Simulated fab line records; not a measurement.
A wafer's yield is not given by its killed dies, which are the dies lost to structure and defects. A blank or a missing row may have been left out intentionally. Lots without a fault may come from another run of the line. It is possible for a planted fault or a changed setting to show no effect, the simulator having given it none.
fab line records :: flow sky130 :: part 2 of 2: steps 24 to 32 of 32
record
  lots=5
  wafers=15
  last_day=50
route steps=708 shown POLY_CUT@315 SD_P@320 RES_XHIGH@332 SD_N@342
lots that met no fault: taken from a fault-free run of the same line
start_h: start of the lot's first displayed wafer, in hours after the record's first day :: wait_h: how many hours have passed since the lot's step before this one :: " unchanged from the row above :: L1.1+2: one row covering several wafers at once :: - no value present, or no start provided :: * or withheld: withheld :: < > ~ a bound
route shown NAME@n: a module of which the file shows steps, and the number in the route of the first :: usual: average and standard deviation across the fault-free wafers :: same: alike in all rows :: chamber/n: place in a boat :: sites: readings site by site :: _std_site: the values' standard deviation :: _edge_site: inner sites' mean taken away from outer sites' mean :: radius_mm: how far each site lies from the wafer's centre :: mask NAME#n: copy n :: behind: the last tool/chamber to shape the wafer :: hold: the reason the lot was held/the length of the hold in hours/how it ended :: device: the transistor (n, p or np) that didn't switch :: end of line: at the end of the route, the tests of the same wafers :: for a step that has no rows: nothing shown but its recipe :: killed: dies lost to structure and defects at the first sort, not the wafer's yield :: map: a wafer's dies, marking killed ones x, the rest . and places with no die _
set.NAME: setting as actually run; set.NAME@STEP: the setting as run at that earlier step :: model.NAME: the simulator's own value behind a step, which no gauge read
lots at some steps of the route; a table a step, a row a wafer
services: the hour from which a tool's chamber was out of use, counted from the record's first day as start_h (under 0 if before that day), plus the number of hours and why
## steps
# step SKY_RES_XHIGH_DEVELOP_06
# recipe
  resist=NOVOLAK
  developer=TMAH
  develop_time_s=60
  dev_temp_c=23
# usual
  developer_temp_C=23.00/0.11
  exhaust_pa=44.8/0.87
lot.wafer: L074.1
tool: litho_track-02
chamber: 0
start_h: 637.06
wait_h: 0.1
developer_temp_C: 23.04
exhaust_pa: 44.5

lot.wafer: L074.5
tool: litho_track-02
chamber: 0
start_h: 637.06
wait_h: 0.1
developer_temp_C: 22.96
exhaust_pa: 46.3

lot.wafer: L074.6
tool: litho_track-02
chamber: 0
start_h: 637.06
wait_h: 0.1
developer_temp_C: 22.88
exhaust_pa: 44.6

lot.wafer: L075.2
tool: litho_track-03
chamber: 0
start_h: 651.31
wait_h: 0.1
developer_temp_C: 23.00
exhaust_pa: 45.4

lot.wafer: L075.3
tool: litho_track-03
chamber: 0
start_h: 651.31
wait_h: 0.1
developer_temp_C: 23.09
exhaust_pa: 45.8

lot.wafer: L075.5
tool: litho_track-03
chamber: 0
start_h: 651.31
wait_h: 0.1
developer_temp_C: 23.15
exhaust_pa: 45.1

lot.wafer: L079.2
tool: litho_track-02
chamber: 0
start_h: 677.04
wait_h: 0.1
developer_temp_C: 23.23
exhaust_pa: 44.9

lot.wafer: L079.4
tool: litho_track-02
chamber: 0
start_h: 677.04
wait_h: 0.1
developer_temp_C: 23.23
exhaust_pa: 44.2

lot.wafer: L079.5
tool: litho_track-02
chamber: 0
start_h: 677.04
wait_h: 0.1
developer_temp_C: 23.08
exhaust_pa: 45.5

lot.wafer: L091.1
tool: litho_track-03
chamber: 0
start_h: 777.49
wait_h: 0.1
developer_temp_C: 23.11
exhaust_pa: 44.7

lot.wafer: L091.2
tool: litho_track-03
chamber: 0
start_h: 777.49
wait_h: 0.1
developer_temp_C: 23.01
exhaust_pa: 46.6

lot.wafer: L091.4
tool: litho_track-03
chamber: 0
start_h: 777.49
wait_h: 0.1
developer_temp_C: 23.02
exhaust_pa: 46.5

lot.wafer: L093.1
tool: litho_track-01
chamber: 0
start_h: 791.97
wait_h: 0.1
developer_temp_C: 23.06
exhaust_pa: 45.5

lot.wafer: L093.2
tool: litho_track-01
chamber: 0
start_h: 791.97
wait_h: 0.1
developer_temp_C: 23.10
exhaust_pa: 43.4

lot.wafer: L093.3
tool: litho_track-01
chamber: 0
start_h: 791.97
wait_h: 0.1
developer_temp_C: 22.92
exhaust_pa: 46.0
# step SKY_RES_XHIGH_IMPLANT_07
# recipe
  species=BF2
  energy_kev=20
  dose_cm2=3.6e+14
  tilt_deg=0
lot.wafer: L074.1+5+6
tool: implanter-02
chamber: 0
start_h: 637.21
wait_h: 0.1

lot.wafer: L075.2+3+5
tool: implanter-03
chamber: 0
start_h: 651.46
wait_h: 0.1

lot.wafer: L079.2+4+5
tool: implanter-04
chamber: 0
start_h: 677.19
wait_h: 0.1

lot.wafer: L091.1+2+4
tool: implanter-02
chamber: 0
start_h: 777.64
wait_h: 0.1

lot.wafer: L093.1+2+3
tool: implanter-03
chamber: 0
start_h: 792.12
wait_h: 0.1
# step SKY_RES_XHIGH_STRIP_08
# recipe
  chemistry=O2/N2
  power_w=1400
  pressure_mtorr=1500
  platen_temp_c=withheld
  o2_flow_sccm=3000
  n2_flow_sccm=300
  overash_fraction=0.5
# usual
  drypump_motor_current_A=5.8/0.47
  oes_product_au=0.711/0.0046
  strip_time_to_endpoint_s=14.28/0.044
lot.wafer: L074.1
tool: plasma_asher-04
chamber: 0
start_h: 637.36
wait_h: 0.1
drypump_motor_current_A: 6.4
oes_product_au: 0.721
rf_hours_counter_h: 93
strip_time_to_endpoint_s: 14.23

lot.wafer: L074.5
tool: plasma_asher-04
chamber: 1
start_h: 637.36
wait_h: 0.1
drypump_motor_current_A: 6.1
oes_product_au: 0.710
rf_hours_counter_h: -
strip_time_to_endpoint_s: 14.25

lot.wafer: L074.6
tool: plasma_asher-04
chamber: 0
start_h: 637.36
wait_h: 0.1
drypump_motor_current_A: 6.4
oes_product_au: 0.718
rf_hours_counter_h: -
strip_time_to_endpoint_s: 14.26

lot.wafer: L075.2
tool: plasma_asher-04
chamber: 0
start_h: 651.59
wait_h: 0.1
drypump_motor_current_A: 6.4
oes_product_au: 0.715
rf_hours_counter_h: 95
strip_time_to_endpoint_s: 14.23

lot.wafer: L075.3
tool: plasma_asher-04
chamber: 1
start_h: 651.59
wait_h: 0.1
drypump_motor_current_A: 6.1
oes_product_au: 0.705
rf_hours_counter_h: -
strip_time_to_endpoint_s: 14.29

lot.wafer: L075.5
tool: plasma_asher-04
chamber: 0
start_h: 651.59
wait_h: 0.1
drypump_motor_current_A: 6.4
oes_product_au: 0.712
rf_hours_counter_h: -
strip_time_to_endpoint_s: 14.26

lot.wafer: L079.2
tool: plasma_asher-04
chamber: 1
start_h: 677.31
wait_h: 0.1
drypump_motor_current_A: 6.1
oes_product_au: 0.706
rf_hours_counter_h: 97
strip_time_to_endpoint_s: 14.26

lot.wafer: L079.4
tool: plasma_asher-04
chamber: 1
start_h: 677.31
wait_h: 0.1
drypump_motor_current_A: 6.1
oes_product_au: 0.719
rf_hours_counter_h: -
strip_time_to_endpoint_s: 14.29

lot.wafer: L079.5
tool: plasma_asher-04
chamber: 1
start_h: 677.31
wait_h: 0.1
drypump_motor_current_A: 6.1
oes_product_au: 0.714
rf_hours_counter_h: -
strip_time_to_endpoint_s: 14.32

lot.wafer: L091.1
tool: plasma_asher-03
chamber: 1
start_h: 777.79
wait_h: 0.1
drypump_motor_current_A: 6.1
oes_product_au: 0.706
rf_hours_counter_h: 33
strip_time_to_endpoint_s: 14.28

lot.wafer: L091.2
tool: plasma_asher-03
chamber: 0
start_h: 777.79
wait_h: 0.1
drypump_motor_current_A: 5.4
oes_product_au: 0.709
rf_hours_counter_h: 33
strip_time_to_endpoint_s: 14.34

lot.wafer: L091.4
tool: plasma_asher-03
chamber: 1
start_h: 777.79
wait_h: 0.1
drypump_motor_current_A: 6.1
oes_product_au: 0.705
rf_hours_counter_h: -
strip_time_to_endpoint_s: 14.28

lot.wafer: L093.1
tool: plasma_asher-02
chamber: 1
start_h: 792.27
wait_h: 0.1
drypump_motor_current_A: 5.2
oes_product_au: 0.708
rf_hours_counter_h: 97
strip_time_to_endpoint_s: 14.25

lot.wafer: L093.2
tool: plasma_asher-02
chamber: 0
start_h: 792.27
wait_h: 0.1
drypump_motor_current_A: 5.5
oes_product_au: 0.715
rf_hours_counter_h: 97
strip_time_to_endpoint_s: 14.23

lot.wafer: L093.3
tool: plasma_asher-02
chamber: 0
start_h: 792.27
wait_h: 0.1
drypump_motor_current_A: 5.4
oes_product_au: 0.704
rf_hours_counter_h: -
strip_time_to_endpoint_s: 14.19
# step SKY_RES_XHIGH_TW_MEAS_09
# usual
  RES_XHIGH_TW=1639/15
lot.wafer: L074.1
tool: film_metro-04
chamber: -
start_h: 637.46
wait_h: 0.1
RES_XHIGH_TW: 1635

lot.wafer: L074.5
tool: film_metro-04
chamber: -
start_h: 637.46
wait_h: 0.1
RES_XHIGH_TW: 1634

lot.wafer: L074.6
tool: film_metro-04
chamber: -
start_h: 637.46
wait_h: 0.1
RES_XHIGH_TW: 1644

lot.wafer: L075.2
tool: film_metro-01
chamber: -
start_h: 651.70
wait_h: 0.1
RES_XHIGH_TW: 1624

lot.wafer: L075.3
tool: film_metro-01
chamber: -
start_h: 651.70
wait_h: 0.1
RES_XHIGH_TW: 1614

lot.wafer: L075.5
tool: film_metro-01
chamber: -
start_h: 651.70
wait_h: 0.1
RES_XHIGH_TW: 1606

lot.wafer: L079.2
tool: film_metro-02
chamber: -
start_h: 677.42
wait_h: 0.1
RES_XHIGH_TW: 1660

lot.wafer: L079.4
tool: film_metro-02
chamber: -
start_h: 677.42
wait_h: 0.1
RES_XHIGH_TW: 1655

lot.wafer: L079.5
tool: film_metro-02
chamber: -
start_h: 677.42
wait_h: 0.1
RES_XHIGH_TW: 1653

lot.wafer: L091.1
tool: film_metro-02
chamber: -
start_h: 777.89
wait_h: 0.1
RES_XHIGH_TW: 1643

lot.wafer: L091.2
tool: film_metro-02
chamber: -
start_h: 777.89
wait_h: 0.1
RES_XHIGH_TW: 1642

lot.wafer: L091.4
tool: film_metro-02
chamber: -
start_h: 777.89
wait_h: 0.1
RES_XHIGH_TW: 1638

lot.wafer: L093.1
tool: film_metro-01
chamber: -
start_h: 792.37
wait_h: 0.1
RES_XHIGH_TW: 1623

lot.wafer: L093.2
tool: film_metro-01
chamber: -
start_h: 792.37
wait_h: 0.1
RES_XHIGH_TW: 1620

lot.wafer: L093.3
tool: film_metro-01
chamber: -
start_h: 792.37
wait_h: 0.1
RES_XHIGH_TW: 1615
# step SKY_SD_N_DEHYDRATE_00
# recipe
  temp_c=200
  time_s=60
# usual
  exhaust_pa=44.8/0.96
  heater_power_total_W=160.39/0.13
lot.wafer: L074.1
tool: litho_track-04
chamber: 0
start_h: 651.64
wait_h: 14.2
exhaust_pa: 46.9
heater_power_total_W: 160.29

lot.wafer: L074.5
tool: litho_track-04
chamber: 0
start_h: 651.64
wait_h: 14.2
exhaust_pa: 46.4
heater_power_total_W: 160.61

lot.wafer: L074.6
tool: litho_track-04
chamber: 0
start_h: 651.64
wait_h: 14.2
exhaust_pa: 44.9
heater_power_total_W: 160.45

lot.wafer: L075.2
tool: litho_track-02
chamber: 0
start_h: 665.79
wait_h: 14.1
exhaust_pa: 45.8
heater_power_total_W: 160.48

lot.wafer: L075.3
tool: litho_track-02
chamber: 0
start_h: 665.79
wait_h: 14.1
exhaust_pa: 45.9
heater_power_total_W: 160.14

lot.wafer: L075.5
tool: litho_track-02
chamber: 0
start_h: 665.79
wait_h: 14.1
exhaust_pa: 44.8
heater_power_total_W: 160.36

lot.wafer: L079.2
tool: litho_track-04
chamber: 0
start_h: 691.17
wait_h: 13.7
exhaust_pa: 45.7
heater_power_total_W: 160.31

lot.wafer: L079.4
tool: litho_track-04
chamber: 0
start_h: 691.17
wait_h: 13.7
exhaust_pa: 44.8
heater_power_total_W: 160.24

lot.wafer: L079.5
tool: litho_track-04
chamber: 0
start_h: 691.17
wait_h: 13.7
exhaust_pa: 43.9
heater_power_total_W: 160.61

lot.wafer: L091.1
tool: litho_track-03
chamber: 0
start_h: 790.59
wait_h: 12.7
exhaust_pa: 44.4
heater_power_total_W: 160.65

lot.wafer: L091.2
tool: litho_track-03
chamber: 0
start_h: 790.59
wait_h: 12.7
exhaust_pa: 44.3
heater_power_total_W: 160.57

lot.wafer: L091.4
tool: litho_track-03
chamber: 0
start_h: 790.59
wait_h: 12.7
exhaust_pa: 44.4
heater_power_total_W: 160.41

lot.wafer: L093.1
tool: litho_track-02
chamber: 0
start_h: 805.16
wait_h: 12.8
exhaust_pa: 45.0
heater_power_total_W: 160.27

lot.wafer: L093.2
tool: litho_track-02
chamber: 0
start_h: 805.16
wait_h: 12.8
exhaust_pa: 43.7
heater_power_total_W: 160.21

lot.wafer: L093.3
tool: litho_track-02
chamber: 0
start_h: 805.16
wait_h: 12.8
exhaust_pa: 45.5
heater_power_total_W: 160.38
# step SKY_SD_N_HMDS_01
# recipe
  prime_time_s=60
  prime_temp_c=120
# usual
  exhaust_pa=45.1/0.91
lot.wafer: L074.1
tool: litho_track-04
chamber: 0
start_h: 651.79
wait_h: 0.1
exhaust_pa: 44.9

lot.wafer: L074.5
tool: litho_track-04
chamber: 0
start_h: 651.79
wait_h: 0.1
exhaust_pa: 45.3

lot.wafer: L074.6
tool: litho_track-04
chamber: 0
start_h: 651.79
wait_h: 0.1
exhaust_pa: 43.8

lot.wafer: L075.2
tool: litho_track-02
chamber: 0
start_h: 665.94
wait_h: 0.1
exhaust_pa: 45.2

lot.wafer: L075.3
tool: litho_track-02
chamber: 0
start_h: 665.94
wait_h: 0.1
exhaust_pa: 43.9

lot.wafer: L075.5
tool: litho_track-02
chamber: 0
start_h: 665.94
wait_h: 0.1
exhaust_pa: 44.0

lot.wafer: L079.2
tool: litho_track-04
chamber: 0
start_h: 691.32
wait_h: 0.1
exhaust_pa: 43.9

lot.wafer: L079.4
tool: litho_track-04
chamber: 0
start_h: 691.32
wait_h: 0.1
exhaust_pa: 45.2

lot.wafer: L079.5
tool: litho_track-04
chamber: 0
start_h: 691.32
wait_h: 0.1
exhaust_pa: 44.5

lot.wafer: L091.1
tool: litho_track-03
chamber: 0
start_h: 790.74
wait_h: 0.1
exhaust_pa: 46.5

lot.wafer: L091.2
tool: litho_track-03
chamber: 0
start_h: 790.74
wait_h: 0.1
exhaust_pa: 45.4

lot.wafer: L091.4
tool: litho_track-03
chamber: 0
start_h: 790.74
wait_h: 0.1
exhaust_pa: 44.9

lot.wafer: L093.1
tool: litho_track-02
chamber: 0
start_h: 805.31
wait_h: 0.1
exhaust_pa: 43.4

lot.wafer: L093.2
tool: litho_track-02
chamber: 0
start_h: 805.31
wait_h: 0.1
exhaust_pa: 44.2

lot.wafer: L093.3
tool: litho_track-02
chamber: 0
start_h: 805.31
wait_h: 0.1
exhaust_pa: 44.0
# step SKY_SD_N_COAT_02
# recipe
  resist=NOVOLAK
  spin_rpm=3000
  resist_thk_nm=1140
# usual
  exhaust_pa=45.0/0.82
  spin_speed_rpm=2999.7/2
lot.wafer: L074.1
tool: litho_track-04
chamber: 0
start_h: 651.94
wait_h: 0.1
exhaust_pa: 44.3
spin_speed_rpm: 2999.2

lot.wafer: L074.5
tool: litho_track-04
chamber: 0
start_h: 651.94
wait_h: 0.1
exhaust_pa: 44.2
spin_speed_rpm: 3002.4

lot.wafer: L074.6
tool: litho_track-04
chamber: 0
start_h: 651.94
wait_h: 0.1
exhaust_pa: 44.8
spin_speed_rpm: 2997.1

lot.wafer: L075.2
tool: litho_track-02
chamber: 0
start_h: 666.09
wait_h: 0.1
exhaust_pa: 45.2
spin_speed_rpm: 3002.5

lot.wafer: L075.3
tool: litho_track-02
chamber: 0
start_h: 666.09
wait_h: 0.1
exhaust_pa: 44.5
spin_speed_rpm: 2997.7

lot.wafer: L075.5
tool: litho_track-02
chamber: 0
start_h: 666.09
wait_h: 0.1
exhaust_pa: 44.7
spin_speed_rpm: 3000.2

lot.wafer: L079.2
tool: litho_track-04
chamber: 0
start_h: 691.47
wait_h: 0.1
exhaust_pa: 44.4
spin_speed_rpm: 2999.8

lot.wafer: L079.4
tool: litho_track-04
chamber: 0
start_h: 691.47
wait_h: 0.1
exhaust_pa: 46.0
spin_speed_rpm: 3000.6

lot.wafer: L079.5
tool: litho_track-04
chamber: 0
start_h: 691.47
wait_h: 0.1
exhaust_pa: 45.8
spin_speed_rpm: 2997.2

lot.wafer: L091.1
tool: litho_track-03
chamber: 0
start_h: 790.89
wait_h: 0.1
exhaust_pa: 43.9
spin_speed_rpm: 2996.2

lot.wafer: L091.2
tool: litho_track-03
chamber: 0
start_h: 790.89
wait_h: 0.1
exhaust_pa: 44.4
spin_speed_rpm: 2997.9

lot.wafer: L091.4
tool: litho_track-03
chamber: 0
start_h: 790.89
wait_h: 0.1
exhaust_pa: 45.2
spin_speed_rpm: 3004.8

lot.wafer: L093.1
tool: litho_track-02
chamber: 0
start_h: 805.46
wait_h: 0.1
exhaust_pa: 45.2
spin_speed_rpm: 3000.2

lot.wafer: L093.2
tool: litho_track-02
chamber: 0
start_h: 805.46
wait_h: 0.1
exhaust_pa: 45.6
spin_speed_rpm: 3000.9

lot.wafer: L093.3
tool: litho_track-02
chamber: 0
start_h: 805.46
wait_h: 0.1
exhaust_pa: 45.2
spin_speed_rpm: 2999.7
# step SKY_SD_N_SOFTBAKE_03
# recipe
  temp_c=90
  time_s=60
  resist=NOVOLAK
# usual
  exhaust_pa=45.0/0.94
  heater_power_total_W=56.59/0.045
lot.wafer: L074.1
tool: litho_track-04
chamber: 0
start_h: 652.09
wait_h: 0.1
exhaust_pa: 43.9
heater_power_total_W: 56.61

lot.wafer: L074.5
tool: litho_track-04
chamber: 0
start_h: 652.09
wait_h: 0.1
exhaust_pa: 45.2
heater_power_total_W: 56.60

lot.wafer: L074.6
tool: litho_track-04
chamber: 0
start_h: 652.09
wait_h: 0.1
exhaust_pa: 47.3
heater_power_total_W: 56.56

lot.wafer: L075.2
tool: litho_track-02
chamber: 0
start_h: 666.24
wait_h: 0.1
exhaust_pa: 44.6
heater_power_total_W: 56.65

lot.wafer: L075.3
tool: litho_track-02
chamber: 0
start_h: 666.24
wait_h: 0.1
exhaust_pa: 44.8
heater_power_total_W: 56.63

lot.wafer: L075.5
tool: litho_track-02
chamber: 0
start_h: 666.24
wait_h: 0.1
exhaust_pa: 45.1
heater_power_total_W: 56.61

lot.wafer: L079.2
tool: litho_track-04
chamber: 0
start_h: 691.62
wait_h: 0.1
exhaust_pa: 45.4
heater_power_total_W: 56.57

lot.wafer: L079.4
tool: litho_track-04
chamber: 0
start_h: 691.62
wait_h: 0.1
exhaust_pa: 43.6
heater_power_total_W: 56.55

lot.wafer: L079.5
tool: litho_track-04
chamber: 0
start_h: 691.62
wait_h: 0.1
exhaust_pa: 43.6
heater_power_total_W: 56.50

lot.wafer: L091.1
tool: litho_track-03
chamber: 0
start_h: 791.04
wait_h: 0.1
exhaust_pa: 46.0
heater_power_total_W: 56.57

lot.wafer: L091.2
tool: litho_track-03
chamber: 0
start_h: 791.04
wait_h: 0.1
exhaust_pa: 46.0
heater_power_total_W: 56.67

lot.wafer: L091.4
tool: litho_track-03
chamber: 0
start_h: 791.04
wait_h: 0.1
exhaust_pa: 47.2
heater_power_total_W: 56.62

lot.wafer: L093.1
tool: litho_track-02
chamber: 0
start_h: 805.61
wait_h: 0.1
exhaust_pa: 44.3
heater_power_total_W: 56.55

lot.wafer: L093.2
tool: litho_track-02
chamber: 0
start_h: 805.61
wait_h: 0.1
exhaust_pa: 44.3
heater_power_total_W: 56.57

lot.wafer: L093.3
tool: litho_track-02
chamber: 0
start_h: 805.61
wait_h: 0.1
exhaust_pa: 44.2
heater_power_total_W: 56.60
# step SKY_SD_N_EXPOSE_04
# recipe
  mask_id=NSDM
  na=0.6
  source_shape=conventional
  sigma_outer=0.6
  polarization=unpolarized
  target_cd_nm=380
  dose_mj=141
# usual
  reticle_temp_C=22.99/0.11
lot.wafer: L074.1
tool: iline_stepper-02
chamber: 0
start_h: -
wait_h: -
mask: NSDM#0
reticle_temp_C: 23.26

lot.wafer: L074.5
tool: iline_stepper-02
chamber: 0
start_h: -
wait_h: -
mask: NSDM#0
reticle_temp_C: 23.11

lot.wafer: L074.6
tool: iline_stepper-02
chamber: 0
start_h: -
wait_h: -
mask: NSDM#0
reticle_temp_C: 23.21

lot.wafer: L075.2
tool: iline_stepper-02
chamber: 0
start_h: -
wait_h: -
mask: NSDM#0
reticle_temp_C: 22.95

lot.wafer: L075.3
tool: iline_stepper-02
chamber: 0
start_h: -
wait_h: -
mask: NSDM#0
reticle_temp_C: 22.94

lot.wafer: L075.5
tool: iline_stepper-02
chamber: 0
start_h: -
wait_h: -
mask: NSDM#0
reticle_temp_C: 23.00

lot.wafer: L079.2
tool: iline_stepper-02
chamber: 0
start_h: -
wait_h: -
mask: NSDM#0
reticle_temp_C: 23.08

lot.wafer: L079.4
tool: iline_stepper-02
chamber: 0
start_h: -
wait_h: -
mask: NSDM#0
reticle_temp_C: 22.92

lot.wafer: L079.5
tool: iline_stepper-02
chamber: 0
start_h: -
wait_h: -
mask: NSDM#0
reticle_temp_C: 23.08

lot.wafer: L091.1
tool: iline_stepper-02
chamber: 0
start_h: -
wait_h: -
mask: NSDM#0
reticle_temp_C: 23.04

lot.wafer: L091.2
tool: iline_stepper-02
chamber: 0
start_h: -
wait_h: -
mask: NSDM#0
reticle_temp_C: 23.04

lot.wafer: L091.4
tool: iline_stepper-02
chamber: 0
start_h: -
wait_h: -
mask: NSDM#0
reticle_temp_C: 23.20

lot.wafer: L093.1
tool: iline_stepper-01
chamber: 0
start_h: -
wait_h: -
mask: NSDM#0
reticle_temp_C: 22.91

lot.wafer: L093.2
tool: iline_stepper-01
chamber: 0
start_h: -
wait_h: -
mask: NSDM#0
reticle_temp_C: 22.95

lot.wafer: L093.3
tool: iline_stepper-01
chamber: 0
start_h: -
wait_h: -
mask: NSDM#0
reticle_temp_C: 22.85
## services
tool: implanter-02
chamber: -
start_h: 566.05
hours: 3.9
kind: pm

tool: plasma_asher-02
chamber: -
start_h: 574.75
hours: 14.6
kind: pm

tool: rie_diel-04
chamber: 0
start_h: 576.07
hours: 5.1
kind: repair

tool: rie_diel-04
chamber: -
start_h: 613.83
hours: 0.1
kind: repair

tool: plasma_asher-02
chamber: -
start_h: 635.27
hours: 2.8
kind: pm

tool: iline_stepper-01
chamber: -
start_h: 642.06
hours: 8.8
kind: repair

tool: implanter-02
chamber: -
start_h: 646.64
hours: 6.6
kind: repair

tool: iline_stepper-02
chamber: -
start_h: 652.70
hours: 1.7
kind: pm

tool: rie_diel-02
chamber: 3
start_h: 659.43
hours: 1.2
kind: repair

tool: rie_diel-04
chamber: 0
start_h: 666.77
hours: 4.9
kind: repair

tool: iline_stepper-01
chamber: -
start_h: 679.17
hours: 1.7
kind: pm

tool: rie_diel-02
chamber: -
start_h: 684.87
hours: 1.1
kind: repair

tool: implanter-02
chamber: -
start_h: 692.23
hours: 4.3
kind: repair

tool: rie_diel-04
chamber: 0
start_h: 697.34
hours: 1.5
kind: repair

tool: implanter-02
chamber: -
start_h: 710.28
hours: 4.4
kind: pm

tool: plasma_asher-04
chamber: -
start_h: 733.75
hours: 9.0
kind: pm

tool: rie_diel-04
chamber: 1
start_h: 737.07
hours: 15.9
kind: repair

tool: rie_diel-04
chamber: 2
start_h: 737.77
hours: 10.9
kind: repair

tool: iline_stepper-01
chamber: -
start_h: 744.85
hours: 3.5
kind: repair

tool: rie_diel-02
chamber: -
start_h: 748.10
hours: 0.9
kind: repair

tool: plasma_asher-04
chamber: -
start_h: 776.10
hours: 7.5
kind: repair

tool: rie_diel-02
chamber: 2
start_h: 783.51
hours: 3.7
kind: repair

tool: plasma_asher-04
chamber: -
start_h: 802.42
hours: 2.7
kind: pm

tool: rie_diel-02
chamber: 2
start_h: 802.92
hours: 45.2
kind: repair
